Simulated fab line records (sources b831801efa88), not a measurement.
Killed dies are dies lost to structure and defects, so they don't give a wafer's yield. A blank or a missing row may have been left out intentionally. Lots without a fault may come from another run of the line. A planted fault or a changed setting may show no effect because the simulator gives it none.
Which tool is to blame? || flow gf180mcu || 39 wafers from 13 lots sampled at 5 of the route's 602 steps

## WHAT EACH GAUGE READ, for each wafer
GF_DNWELL_TW_MEAS_09. Usual: for DNWELL_TW the level is 1361 and the standard deviation is 21.
{"lot": "L171", "measured": "day 2 18:41", "on": "film_metro-03", "DNWELL_TW": "1397 1405 1393", "flag": ""}
{"lot": "L172", "measured": "day 2 23:38", "on": "film_metro-03", "DNWELL_TW": "1396 1388 1390", "flag": ""}
{"lot": "L173", "measured": "day 3 04:59", "on": "film_metro-03", "DNWELL_TW": "1382 1389 1385", "flag": ""}
{"lot": "L174", "measured": "day 3 10:18", "on": "film_metro-02", "DNWELL_TW": "1342 1343 1341", "flag": ""}
{"lot": "L177", "measured": "day 4 03:11", "on": "film_metro-03", "DNWELL_TW": "1386 1389 1390", "flag": ""}
{"lot": "L179", "measured": "day 4 12:11", "on": "film_metro-03", "DNWELL_TW": "1370 1375 1377", "flag": ""}
{"lot": "L180", "measured": "day 4 18:47", "on": "film_metro-01", "DNWELL_TW": "1343 1330 1333", "flag": ""}
{"lot": "L186", "measured": "day 6 02:14", "on": "film_metro-01", "DNWELL_TW": "1350 1352 1358", "flag": ""}
{"lot": "L190", "measured": "day 6 23:45", "on": "film_metro-01", "DNWELL_TW": "1352 1346 1348", "flag": ""}
{"lot": "L191", "measured": "day 7 05:09", "on": "film_metro-02", "DNWELL_TW": "1360 1364 1355", "flag": ""}
{"lot": "L192", "measured": "day 7 12:05", "on": "film_metro-03", "DNWELL_TW": "1392 1390 1390", "flag": ""}
{"lot": "L193", "measured": "day 7 15:46", "on": "film_metro-01", "DNWELL_TW": "1342 1349 1343", "flag": ""}
{"lot": "L194", "measured": "day 7 22:56", "on": "film_metro-02", "DNWELL_TW": "1362 1356 1362", "flag": ""}

GF_NWELL_OVL_MEAS_07. Usual: for NWELL_OVL the level is -0.5 nm and the standard deviation is 1.5.
{"lot": "L171", "measured": "day 3 06:23", "on": "overlay-02", "NWELL_OVL (nm)": "-2.3 -2.1 -2.4", "flag": ""}
{"lot": "L172", "measured": "day 3 11:35", "on": "overlay-02", "NWELL_OVL (nm)": "-2.9 -1.8 -1.4", "flag": ""}
{"lot": "L173", "measured": "day 3 18:00", "on": "overlay-01", "NWELL_OVL (nm)": "-0.7 0.0 -0.1", "flag": ""}
{"lot": "L174", "measured": "day 3 23:14", "on": "overlay-01", "NWELL_OVL (nm)": "1.8 -1.0 1.3", "flag": ""}
{"lot": "L177", "measured": "day 4 16:42", "on": "overlay-01", "NWELL_OVL (nm)": "-3.0 -3.3 -2.6", "flag": ""}
{"lot": "L179", "measured": "day 5 01:20", "on": "overlay-01", "NWELL_OVL (nm)": "0.9 -0.6 0.4", "flag": ""}
{"lot": "L180", "measured": "day 5 09:05", "on": "overlay-01", "NWELL_OVL (nm)": "-0.1 0.2 0.2", "flag": ""}
{"lot": "L186", "measured": "day 6 17:44", "on": "overlay-02", "NWELL_OVL (nm)": "-1.5 -1.4 -0.6", "flag": ""}
{"lot": "L190", "measured": "day 7 15:10", "on": "overlay-01", "NWELL_OVL (nm)": "0.1 -0.5 -0.3", "flag": ""}
{"lot": "L191", "measured": "day 7 20:40", "on": "overlay-02", "NWELL_OVL (nm)": "-1.1 -0.3 -1.2", "flag": ""}
{"lot": "L192", "measured": "day 8 04:09", "on": "overlay-02", "NWELL_OVL (nm)": "-0.4 0.5 0.2", "flag": ""}
{"lot": "L193", "measured": "day 8 08:08", "on": "overlay-02", "NWELL_OVL (nm)": "-0.7 -0.1 -0.6", "flag": ""}
{"lot": "L194", "measured": "day 8 14:33", "on": "overlay-01", "NWELL_OVL (nm)": "-1.6 -1.6 -2.1", "flag": ""}

GF_VT_IMPLANT_OVL_MEAS_40. Usual: for VT_IMPLANT_03_OVL the level is 0.3 nm and the standard deviation is 1.4.
{"lot": "L171", "measured": "day 7 11:03", "on": "overlay-01", "VT_IMPLANT_03_OVL (nm)": "0.7 0.4 1.7", "flag": ""}
{"lot": "L172", "measured": "day 7 19:37", "on": "overlay-01", "VT_IMPLANT_03_OVL (nm)": "0.8 0.5 0.1", "flag": ""}
{"lot": "L173", "measured": "day 8 03:27", "on": "overlay-01", "VT_IMPLANT_03_OVL (nm)": "-2.0 -2.6 -1.1", "flag": ""}
{"lot": "L174", "measured": "day 8 09:37", "on": "overlay-01", "VT_IMPLANT_03_OVL (nm)": "0.5 -1.4 -0.5", "flag": ""}
{"lot": "L177", "measured": "day 9 08:13", "on": "overlay-02", "VT_IMPLANT_03_OVL (nm)": "0.0 0.9 -0.1", "flag": ""}
{"lot": "L179", "measured": "day 9 17:11", "on": "overlay-01", "VT_IMPLANT_03_OVL (nm)": "-0.2 -1.4 -3.3", "flag": ""}
{"lot": "L180", "measured": "day 10 03:59", "on": "overlay-02", "VT_IMPLANT_03_OVL (nm)": "2.1 1.7 0.2", "flag": ""}
{"lot": "L186", "measured": "day 11 17:14", "on": "overlay-02", "VT_IMPLANT_03_OVL (nm)": "0.4 -1.3 -0.1", "flag": ""}
{"lot": "L190", "measured": "day 12 20:46", "on": "overlay-02", "VT_IMPLANT_03_OVL (nm)": "- - -", "flag": "OFF"}
{"lot": "L191", "measured": "day 13 01:59", "on": "overlay-02", "VT_IMPLANT_03_OVL (nm)": "-1.2 0.3 -0.7", "flag": ""}
{"lot": "L192", "measured": "day 13 12:51", "on": "overlay-01", "VT_IMPLANT_03_OVL (nm)": "- - -", "flag": "OFF"}
{"lot": "L193", "measured": "day 13 16:47", "on": "overlay-01", "VT_IMPLANT_03_OVL (nm)": "1.2 0.5 -0.6", "flag": ""}
{"lot": "L194", "measured": "day 14 00:04", "on": "overlay-01", "VT_IMPLANT_03_OVL (nm)": "0.5 -0.1 1.0", "flag": ""}

GF_VT_IMPLANT_TW_MEAS_43. Usual: for VT_IMPLANT_4_TW the level is 687 and the standard deviation is 4.
{"lot": "L171", "measured": "day 7 11:20", "on": "film_metro-02", "VT_IMPLANT_4_TW": "685 687 691", "flag": ""}
{"lot": "L172", "measured": "day 7 19:55", "on": "film_metro-01", "VT_IMPLANT_4_TW": "690 691 692", "flag": ""}
{"lot": "L173", "measured": "day 8 03:44", "on": "film_metro-02", "VT_IMPLANT_4_TW": "690 687 691", "flag": ""}
{"lot": "L174", "measured": "day 8 09:55", "on": "film_metro-02", "VT_IMPLANT_4_TW": "690 691 690", "flag": ""}
{"lot": "L177", "measured": "day 9 08:31", "on": "film_metro-04", "VT_IMPLANT_4_TW": "678 680 683", "flag": ""}
{"lot": "L179", "measured": "day 9 17:29", "on": "film_metro-04", "VT_IMPLANT_4_TW": "684 680 684", "flag": ""}
{"lot": "L180", "measured": "day 10 04:17", "on": "film_metro-04", "VT_IMPLANT_4_TW": "683 682 683", "flag": ""}
{"lot": "L186", "measured": "day 11 17:31", "on": "film_metro-01", "VT_IMPLANT_4_TW": "688 689 686", "flag": ""}
{"lot": "L190", "measured": "day 12 21:03", "on": "film_metro-02", "VT_IMPLANT_4_TW": "30 30 30", "flag": "OFF"}
{"lot": "L191", "measured": "day 13 02:17", "on": "film_metro-04", "VT_IMPLANT_4_TW": "679 679 680", "flag": ""}
{"lot": "L192", "measured": "day 13 13:08", "on": "film_metro-01", "VT_IMPLANT_4_TW": "30 30 30", "flag": "OFF"}
{"lot": "L193", "measured": "day 13 17:04", "on": "film_metro-02", "VT_IMPLANT_4_TW": "689 689 688", "flag": ""}
{"lot": "L194", "measured": "day 14 00:22", "on": "film_metro-02", "VT_IMPLANT_4_TW": "688 691 690", "flag": ""}

## EACH LOT AND THE TOOL THAT RAN IT (in order: tool; ch and the chambers of the sampled wafers; start)
{"lot": "L171", "GF_VT_IMPLANT_DEVELOP_39": "litho_track-01 ch 0, day 7 10:54"}
{"lot": "L172", "GF_VT_IMPLANT_DEVELOP_39": "litho_track-02 ch 0, day 7 19:28"}
{"lot": "L173", "GF_VT_IMPLANT_DEVELOP_39": "litho_track-01 ch 0, day 8 03:18"}
{"lot": "L174", "GF_VT_IMPLANT_DEVELOP_39": "litho_track-02 ch 0, day 8 09:28"}
{"lot": "L177", "GF_VT_IMPLANT_DEVELOP_39": "litho_track-02 ch 0, day 9 08:04"}
{"lot": "L179", "GF_VT_IMPLANT_DEVELOP_39": "litho_track-04 ch 0, day 9 17:03"}
{"lot": "L180", "GF_VT_IMPLANT_DEVELOP_39": "litho_track-04 ch 0, day 10 03:51"}
{"lot": "L186", "GF_VT_IMPLANT_DEVELOP_39": "litho_track-04 ch 0, day 11 17:05"}
{"lot": "L190", "GF_VT_IMPLANT_DEVELOP_39": "litho_track-01 ch 0, day 12 20:39"}
{"lot": "L191", "GF_VT_IMPLANT_DEVELOP_39": "litho_track-04 ch 0, day 13 01:53"}
{"lot": "L192", "GF_VT_IMPLANT_DEVELOP_39": "litho_track-01 ch 0, day 13 12:42"}
{"lot": "L193", "GF_VT_IMPLANT_DEVELOP_39": "litho_track-02 ch 0, day 13 16:38"}
{"lot": "L194", "GF_VT_IMPLANT_DEVELOP_39": "litho_track-02 ch 0, day 13 23:55"}
- GF_VT_IMPLANT_DEVELOP_39: develop time 60 s.

## AS READ BY THE TOOLS THEMSELVES (means over the sampled wafers that have a number; for cases with no such wafer, the mark the record gives instead)
The record holds no such reading with a usual standard deviation.

## THE ANSWER, worked out from the rows above alone
Rule: a lot counts as off when the mean over its wafers that have a number is more than 3 standard deviations away from the usual mean. Also off: a lot with no number at a reading for which 4 or more lots have one. The other lots that the step has rows for count as sound. Order of review: gauges by route order, followed by the tools' own readings, for which a lot's mean as printed above is used. The first step at which some lot is off is used, and at that step the reading that is off furthest; a lot without a number counts as furthest.
Off: L190, L192, at GF_VT_IMPLANT_OVL_MEAS_40 (VT_IMPLANT_03_OVL). Without a number there: L190, L192.
A tool fits if, at a process step before that reading, it ran every lot that is off, and no sound lot after the first of them. Not tried: the gauges at GF_VT_IMPLANT_OVL_MEAS_40; whatever is off there is also off at GF_VT_IMPLANT_TW_MEAS_43, on other tools, and gauge error can't account for it. One candidate fits, namely litho_track-01 at GF_VT_IMPLANT_DEVELOP_39. A fault onset in the window from L173 (day 8 03:18, its last sound lot) to L190 (day 12 20:39, its first lot off) fits.

## WHAT THE SIMULATOR HAD PUT IN
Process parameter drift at GF_VT_IMPLANT_DEVELOP_39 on litho_track-01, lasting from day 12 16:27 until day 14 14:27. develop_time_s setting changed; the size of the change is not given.
Lots struck among those shown: L190, L192. Same finding as the rule above.
